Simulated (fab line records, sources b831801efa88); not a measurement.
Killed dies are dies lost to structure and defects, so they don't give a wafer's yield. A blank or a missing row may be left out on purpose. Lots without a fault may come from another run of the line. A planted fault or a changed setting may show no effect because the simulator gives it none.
Which tool did it? | flow gf180mcu | 7 lots, 21 wafers sampled, at 1 step of a route of 602

WHAT THE GAUGES READ, wafer by wafer
GF_V5_THK_MEAS_03.
lot  | measured     | on            | V5_CVD_02_THK (nm)
L230 | day 27 16:00 | film_metro-01 | 1427 1424 1448
L233 | day 28 10:16 | film_metro-01 | 1455 1469 1500
L238 | day 29 12:27 | film_metro-03 | 1425 1442 1450
L240 | day 30 08:41 | film_metro-03 | 1458 1466 1475
L242 | day 30 10:55 | film_metro-03 | 1423 1434 1440
L244 | day 31 06:14 | film_metro-03 | 1464 1427 1467
L246 | day 31 16:01 | film_metro-04 | 1458 1460 1465

WHICH TOOL RAN EACH LOT (tool, then ch and the chambers of the sampled wafers, then the start)
The record holds no process step before these readings.

THE ANSWER, worked out from the rows above alone
Rule: what is usual is taken from the lots themselves. Put in order of their means at a reading, lots are off if they are a third of the lots or fewer, leave a main group of 4 or more, and stand apart from it by a gap of 3 or more times the standard deviation of the main group's means; of several such gaps the widest counts. A main group whose means are all the same, to the digits that the tables above print for the reading, isn't used. A lot without any number at a reading at which 4 lots or more have one is off too. The other lots that the step has rows for count as sound.
No lot is off at any reading shown: from this, nothing can be told.

WHAT THE SIMULATOR HAD PUT IN
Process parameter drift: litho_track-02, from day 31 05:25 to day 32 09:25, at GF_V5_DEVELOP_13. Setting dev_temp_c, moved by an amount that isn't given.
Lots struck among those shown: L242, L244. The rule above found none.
